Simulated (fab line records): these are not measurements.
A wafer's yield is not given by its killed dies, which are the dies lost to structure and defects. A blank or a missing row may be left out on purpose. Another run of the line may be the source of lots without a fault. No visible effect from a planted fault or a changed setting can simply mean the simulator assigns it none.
Chamber matching ; flow sky130 ; SKY_VIA1_ETCH_14 on rie diel-01: 4 sister chambers
The step etches BARC in N2/H2, stops on SiO2, time 45.9 s, target depth 60 nm. 18 wafers are shown with their chamber, then 9 later ones without.

== WAFERS WITH THEIR CHAMBER ==
wafer;chamber;drypump motor current A (A);oes product au (a.u.);throttle valve pct (%)
L722.3;2;5.7;0.854;13.232
L722.5;0;6.3;0.854;13.226
L722.6;1;5.7;0.852;13.218
L723.3;0;6.3;0.850;13.220
L723.5;0;6.3;0.865;13.232
L723.6;1;5.7;0.859;13.247
L724.2;3;5.6;0.854;13.223
L724.4;0;6.3;0.854;13.205
L724.6;3;5.6;0.857;13.220
L726.1;1;5.7;0.844;13.226
L726.4;0;6.3;0.860;13.230
L726.5;2;5.7;0.849;13.214
L732.1;0;6.3;0.852;13.226
L732.2;3;5.7;0.847;13.219
L732.4;1;5.7;0.850;13.228
L735.1;0;6.3;0.855;13.224
L735.3;1;5.7;0.858;13.210
L735.5;1;5.7;0.863;13.237

SIGNATURES (means of the wafers above)
reading;chamber 0;chamber 1;chamber 2;chamber 3;scatter within a chamber
drypump motor current A;6.300;5.700;5.700;5.633;0.0218
oes product au;0.85571;0.85433;0.85150;0.85267;0.00576
throttle valve pct;13.22329;13.22767;13.22300;13.22067;0.0104
Rule: for a wafer and a chamber, the distance is found by dividing, reading by reading, the gap between the wafer's reading and the chamber's mean by the reading's scatter, squaring, summing and taking the root. If the next closest chamber is less than 2 further off than the closest, the wafer can't be placed; otherwise it belongs to the closest. The scatter is the square root of a quotient: the sum, over the shown wafers, of each reading's squared deviation from its chamber's mean, divided by wafers minus chambers.

== WAFERS WHOSE CHAMBER IS MISSING ==
wafer;drypump motor current A (A);oes product au (a.u.);throttle valve pct (%)
L737.1;5.7;0.855;13.214
L737.4;5.7;0.866;13.215
L737.5;5.6;0.858;13.223
L743.1;5.7;0.846;13.231
L743.3;6.3;0.854;13.221
L743.6;5.7;0.859;13.221
L741.2;5.7;0.853;13.225
L741.5;5.6;0.859;13.216
L741.6;5.7;0.852;13.227

== CHAMBER TAKEN BY EACH ==
wafer;from the rows above;in truth
L737.1;can't be placed: 2 or 1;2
L737.4;can't be placed: 1 or 2 or 3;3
L737.5;3;3
L743.1;can't be placed: 2 or 1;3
L743.3;0;0
L743.6;can't be placed: 1 or 2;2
L741.2;can't be placed: 2 or 1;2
L741.5;3;3
L741.6;can't be placed: 2 or 1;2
3 of 9 placed correctly. These rows do not allow placing 6 (true chamber among the candidates in 5). Number placed wrongly: 0.
